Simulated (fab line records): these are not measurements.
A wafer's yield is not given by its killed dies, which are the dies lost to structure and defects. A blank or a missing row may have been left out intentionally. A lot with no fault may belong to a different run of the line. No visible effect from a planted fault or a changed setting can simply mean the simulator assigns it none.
Which tool was responsible?    flow gf180mcu    Sampling: 10 lots, 30 wafers, 4 of 602 route steps

== WHAT THE GAUGES READ, wafer by wafer ==
GF_STI_THK_MEAS_04.
lot   measured     on             STI_CVD_03_THK (nm)
L668  day 2 00:20  film metro-02  208.1 209.5 208.1
L669  day 2 04:41  film metro-03  208.5 207.6 210.3
L670  day 2 10:33  film metro-01  209.5 209.7 207.3
L671  day 2 15:07  film metro-01  206.2 206.9 205.0
L673  day 3 02:59  film metro-01  173.0 173.2 172.2
L674  day 3 08:31  film metro-01  168.7 168.7 170.3
L681  day 4 16:59  film metro-02  210.1 209.9 210.7
L683  day 5 03:09  film metro-01  205.2 205.2 204.9
L686  day 5 17:34  film metro-03  207.2 205.7 207.6
L687  day 5 22:35  film metro-02  206.0 205.1 205.5

GF_STI_THK_MEAS_30.
lot   measured     on             STI_OXIDATION_02_THK (nm)
L668  day 2 17:25  film metro-02  10.05 10.18 10.13
L669  day 2 22:44  film metro-02  10.12 10.03 9.92
L670  day 3 06:52  film metro-02  10.01 9.84 10.09
L671  day 3 13:59  film metro-01  9.76 9.70 9.87
L673  day 3 21:27  film metro-02  10.01 10.01 10.15
L674  day 4 01:29  film metro-02  9.90 9.91 9.90
L681  day 5 11:56  film metro-01  9.93 9.81 9.82
L683  day 5 21:53  film metro-01  10.20 10.15 10.06
L686  day 6 13:20  film metro-02  10.24 10.14 10.15
L687  day 6 18:31  film metro-03  10.26 10.20 10.32

== WHICH TOOL RAN EACH LOT (tool, then ch and the chambers of the sampled wafers, then the start) ==
lot   GF_STI_CVD_03               GF_STI_ETCH_13
L668  lpcvd-01 ch 0, day 1 22:20  rie diel-03 ch 0,2,3, day 2 12:31
L669  lpcvd-01 ch 0, day 2 02:42  rie diel-03 ch 0,2,3, day 2 16:35
L670  lpcvd-01 ch 1, day 2 07:34  rie diel-02 ch 1,2,3, day 2 23:08
L671  lpcvd-02 ch 0, day 2 13:07  rie diel-02 ch 0,2, day 3 03:56
L673  lpcvd-01 ch 0, day 3 00:00  rie diel-01 ch 0,1,2, day 3 15:57
L674  lpcvd-01 ch 0, day 3 05:32  rie diel-03 ch 1,3, day 3 21:12
L681  lpcvd-02 ch 0, day 4 14:58  rie diel-01 ch 0,2,3, day 5 07:05
L683  lpcvd-02 ch 0, day 5 01:10  rie diel-01 ch 0,1,2, day 5 17:35
L686  lpcvd-01 ch 0, day 5 15:34  rie diel-02 ch 1,2, day 6 08:32
L687  lpcvd-02 ch 0, day 5 20:34  rie diel-02 ch 0,1,3, day 6 14:14
- GF_STI_CVD_03: deposits Si3N4 from DCS/NH3, target thk 207.16 nm, time 3551 s.
- GF_STI_ETCH_13: etches the open film in CHF3/O2, stops on Si, target depth 282.31 nm, time 112.9 s.

== WHAT THE TOOLS THEMSELVES READ (means of the sampled wafers that have a number; where no wafer has one, the mark that the record gives instead) ==
GF_STI_CVD_03.
lot   tool      spike tc bottom C (C)  zone power upper pct (%)
L668  lpcvd-01  794                    17.1
L669  lpcvd-01  792                    17.0
L670  lpcvd-01  789                    10.2
L671  lpcvd-02  784                    11.7
L673  lpcvd-01  793                    17.1
L674  lpcvd-01  793                    17.3
L681  lpcvd-02  785                    11.8
L683  lpcvd-02  783                    11.7
L686  lpcvd-01  793                    17.2
L687  lpcvd-02  784                    11.7

GF_STI_ETCH_13.
lot   tool         O2_flow_sccm (sccm)  chamber pressure mTorr (mTorr)  drypump motor current A (A)  oes product au (a.u.)  throttle valve pct (%)
L668  rie diel-03  4.991                39.95                           5.8                          0.838                  8.805
L669  rie diel-03  5.004                39.99                           5.8                          0.834                  8.821
L670  rie diel-02  5.012                40.02                           5.7                          0.834                  8.808
L671  rie diel-02  4.996                39.99                           5.8                          0.830                  8.812
L673  rie diel-01  5.007                39.96                           5.5                          0.759                  8.788
L674  rie diel-03  5.005                39.97                           5.6                          0.747                  8.780
L681  rie diel-01  5.001                39.98                           5.0                          0.840                  8.811
L683  rie diel-01  5.006                40.00                           5.4                          0.828                  8.805
L686  rie diel-02  4.999                40.00                           5.7                          0.833                  8.815
L687  rie diel-02  5.010                39.99                           5.6                          0.827                  8.806

== THE ANSWER, worked out from the rows above alone ==
Rule: the usual values come from the lots themselves. The widest of any qualifying gaps counts: lots, ordered by their means at a reading, are off when they make up no more than a third of the lots, leave a main group of 4 or more, and stand apart from it by 3 or more times the standard deviation of that group's means. If all means in a main group match to the digits the tables above print for the reading, that group is not used. A lot without any number at a reading at which 4 lots or more have one is off too. The other lots that the step has rows for count as sound. Order of review: gauges by route order, followed by the tools' own readings, for which a lot's mean as printed above is used. At the first step where some lot is off, the reading lying furthest off is the one used; lots without a number count as furthest.
Off: L673, L674, seen at GF_STI_THK_MEAS_04 (STI_CVD_03_THK). The main group has a mean of 207.5 nm with a standard deviation of 1.7.
A tool fits if, at a process step before that reading, it ran every lot that is off, and no sound lot after the first of them. Not tried: the gauges at GF_STI_THK_MEAS_04; whatever is off there is also off at GF_STI_ETCH_13, on other tools, and gauge error can't account for it. Of those tried, none fits.

== WHAT HAD BEEN PUT IN BY THE SIMULATOR ==
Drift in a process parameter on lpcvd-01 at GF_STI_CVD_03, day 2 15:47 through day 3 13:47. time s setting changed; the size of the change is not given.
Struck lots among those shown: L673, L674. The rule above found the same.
